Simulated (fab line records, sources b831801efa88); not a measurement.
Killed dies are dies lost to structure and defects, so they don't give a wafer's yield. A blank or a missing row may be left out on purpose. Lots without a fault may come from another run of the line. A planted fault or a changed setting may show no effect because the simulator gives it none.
Which tool did it? | flow gf180mcu | 13 lots, 39 wafers sampled, at 4 steps of a route of 602

WHAT THE GAUGES READ, wafer by wafer
GF_LVPWELL_OVL_MEAS_07. Usual: LVPWELL_OVL 0.1 nm, standard deviation 1.1.
lot  | measured    | on         | LVPWELL_OVL (nm) | flag
L865 | day 4 02:15 | overlay-02 | 1.2 2.2 1.1      |
L867 | day 4 12:45 | overlay-01 | 2.0 -0.4 -0.6    |
L868 | day 4 19:26 | overlay-02 | -0.6 1.9 -0.2    |
L871 | day 5 15:15 | overlay-02 | 1.0 1.5 0.4      |
L872 | day 5 17:28 | overlay-01 | 0.3 0.1 0.6      |
L873 | day 5 23:07 | overlay-01 | 1.0 -1.0 -1.2    |
L874 | day 6 04:29 | overlay-02 | -2.3 2.8 0.5     |
L878 | day 7 03:26 | overlay-01 | -0.5 0.2 0.7     |
L879 | day 7 08:25 | overlay-02 | 1.9 -0.4 0.7     |
L880 | day 7 15:37 | overlay-02 | 1.1 -0.1 -0.6    |
L885 | day 8 18:54 | overlay-02 | 0.6 0.3 1.2      |
L886 | day 8 23:37 | overlay-01 | 0.1 1.4 -1.4     |
L887 | day 9 08:19 | overlay-01 | -2.3 -2.2 -1.1   |

GF_VT_IMPLANT_OVL_MEAS_40. Usual: VT_IMPLANT_03_OVL 1.0 nm, standard deviation 1.2.
lot  | measured     | on         | VT_IMPLANT_03_OVL (nm) | flag
L865 | day 7 18:15  | overlay-02 | 3.2 2.3 2.4            |
L867 | day 8 08:47  | overlay-02 | 1.2 1.0 1.2            |
L868 | day 8 16:08  | overlay-02 | -0.5 -0.6 1.0          |
L871 | day 9 16:02  | overlay-01 | -2.2 -1.1 0.4          |
L872 | day 9 19:44  | overlay-01 | -1.3 0.2 1.2           |
L873 | day 10 01:08 | overlay-01 | 0.1 0.6 -2.3           |
L874 | day 10 07:59 | overlay-01 | 1.4 0.4 2.6            |
L878 | day 11 09:35 | overlay-02 | - - -                  | OFF
L879 | day 11 17:23 | overlay-02 | - - -                  | OFF
L880 | day 12 00:44 | overlay-01 | - - -                  | OFF
L885 | day 13 09:32 | overlay-02 | 1.6 2.3 1.4            |
L886 | day 13 15:22 | overlay-01 | 0.1 0.3 1.4            |
L887 | day 14 02:23 | overlay-02 | 0.5 1.1 3.0            |

WHICH TOOL RAN EACH LOT (tool, then ch and the chambers of the sampled wafers, then the start)
lot  | GF_VT_IMPLANT_STRIP_20               | GF_VT_IMPLANT_COAT_35
L865 | plasma_asher-04 ch 0,1, day 6 11:29  | litho_track-04 ch 0, day 7 10:11
L867 | plasma_asher-04 ch 0,1, day 7 00:40  | litho_track-01 ch 0, day 8 00:44
L868 | plasma_asher-04 ch 0,1, day 7 08:08  | litho_track-02 ch 0, day 8 08:15
L871 | plasma_asher-03 ch 0,1, day 8 07:01  | litho_track-02 ch 0, day 9 07:18
L872 | plasma_asher-04 ch 0,1, day 8 09:45  | litho_track-04 ch 0, day 9 11:06
L873 | plasma_asher-03 ch 0,1, day 8 15:01  | litho_track-02 ch 0, day 9 16:20
L874 | plasma_asher-03 ch 0,1, day 8 21:13  | litho_track-01 ch 0, day 9 22:57
L878 | plasma_asher-03 ch 0,1, day 9 21:59  | litho_track-01, day 11 00:28
L879 | plasma_asher-04 ch 0,1, day 10 05:05 | litho_track-01, day 11 08:07
L880 | plasma_asher-01 ch 1, day 10 11:52   | litho_track-01, day 11 14:43
L885 | plasma_asher-01 ch 0,1, day 11 18:40 | litho_track-01 ch 0, day 12 23:25
L886 | plasma_asher-01 ch 0,1, day 12 00:22 | litho_track-04 ch 0, day 13 05:02
L887 | plasma_asher-04 ch 0,1, day 12 09:55 | litho_track-02 ch 0, day 13 15:50
- GF_VT_IMPLANT_STRIP_20: strips in O2/N2.
- GF_VT_IMPLANT_COAT_35: resist thk 1000 nm.

WHAT THE TOOLS THEMSELVES READ (means of the sampled wafers that have a number; where no wafer has one, the mark that the record gives instead)
GF_VT_IMPLANT_STRIP_20. Usual: drypump_motor_current_A 5.6 A, standard deviation 0.47; heater_power_w 346 W, standard deviation 26; o2_flow_sccm 3000 sccm, standard deviation 8.4; oes_product_au 0.716 a.u., standard deviation 0.0046; strip_time_to_endpoint_s 12.64 s, standard deviation 0.031.
lot  | tool            | drypump_motor_current_A (A) | heater_power_w (W) | o2_flow_sccm (sccm) | oes_product_au (a.u.) | strip_time_to_endpoint_s (s) | flag
L865 | plasma_asher-04 | 5.5                         | 328                | 3006                | 0.723                 | 12.64                        |
L867 | plasma_asher-04 | 5.8                         | 323                | 2999                | 0.721                 | 12.69                        |
L868 | plasma_asher-04 | 5.5                         | 336                | 2996                | 0.710                 | 12.60                        |
L871 | plasma_asher-03 | 5.6                         | 346                | 2991                | 0.716                 | 12.65                        |
L872 | plasma_asher-04 | 5.5                         | 331                | 2996                | 0.716                 | 12.66                        |
L873 | plasma_asher-03 | 5.8                         | 347                | 2998                | 0.714                 | 12.66                        |
L874 | plasma_asher-03 | 5.6                         | 343                | 2998                | 0.713                 | 12.66                        |
L878 | plasma_asher-03 | 5.6                         | 343                | 2998                | 0.713                 | 12.62                        |
L879 | plasma_asher-04 | 5.5                         | 333                | 2989                | 0.716                 | 12.66                        |
L880 | plasma_asher-01 | 4.8                         | 380                | 3006                | 0.717                 | 12.65                        |
L885 | plasma_asher-01 | 5.5                         | 378                | 2993                | 0.716                 | 12.67                        |
L886 | plasma_asher-01 | 5.1                         | 377                | 3008                | 0.717                 | 12.63                        |
L887 | plasma_asher-04 | 5.5                         | 335                | 3002                | 0.711                 | 12.67                        |

GF_VT_IMPLANT_COAT_35. Usual: chill_plate_temp_C 22.99 C, standard deviation 0.087; dispense_pressure_kPa 49.1 kPa, standard deviation 2.6; exhaust_pa 45.0 Pa, standard deviation 0.88.
lot  | tool           | chill_plate_temp_C (C) | dispense_pressure_kPa (kPa) | exhaust_pa (Pa) | flag
L865 | litho_track-04 | 22.99                  | 53.0                        | 44.6            |
L867 | litho_track-01 | 23.06                  | 51.7                        | 44.7            |
L868 | litho_track-02 | 22.90                  | 47.0                        | 46.0            |
L871 | litho_track-02 | 22.95                  | 47.0                        | 45.2            |
L872 | litho_track-04 | 22.95                  | 53.0                        | 44.1            |
L873 | litho_track-02 | 22.96                  | 47.0                        | 45.6            |
L874 | litho_track-01 | 22.95                  | 51.7                        | 44.5            |
L878 | litho_track-01 | -                      | -                           | -               | OFF
L879 | litho_track-01 | -                      | -                           | -               | OFF
L880 | litho_track-01 | -                      | -                           | -               | OFF
L885 | litho_track-01 | 23.06                  | 51.6                        | 43.4            |
L886 | litho_track-04 | 23.11                  | 53.0                        | 44.7            |
L887 | litho_track-02 | 22.91                  | 47.0                        | 44.7            |

THE ANSWER, worked out from the rows above alone
Rule: a lot is off if the mean of its wafers that have a number lies more than 3 standard deviations from the usual mean. A lot without any number at a reading at which 4 lots or more have one is off too. The other lots that the step has rows for count as sound. The gauges are gone through in route order, then the tools' own readings, and for those a lot's mean is taken as printed above. The first step at which some lot is off is used, and at that step the reading that is off furthest; a lot without a number counts as furthest.
Off: L878, L879, L880, at GF_VT_IMPLANT_OVL_MEAS_40 (VT_IMPLANT_03_OVL). Without a number there: L878, L879, L880.
A tool fits if, at a process step before that reading, it ran every lot that is off, and no sound lot after the first of them. The gauges at GF_VT_IMPLANT_OVL_MEAS_40 aren't tried: what is off there is off at GF_VT_IMPLANT_COAT_35 too, on other tools, and a gauge's error can't cause that. None of those tried fits.

WHAT THE SIMULATOR HAD PUT IN
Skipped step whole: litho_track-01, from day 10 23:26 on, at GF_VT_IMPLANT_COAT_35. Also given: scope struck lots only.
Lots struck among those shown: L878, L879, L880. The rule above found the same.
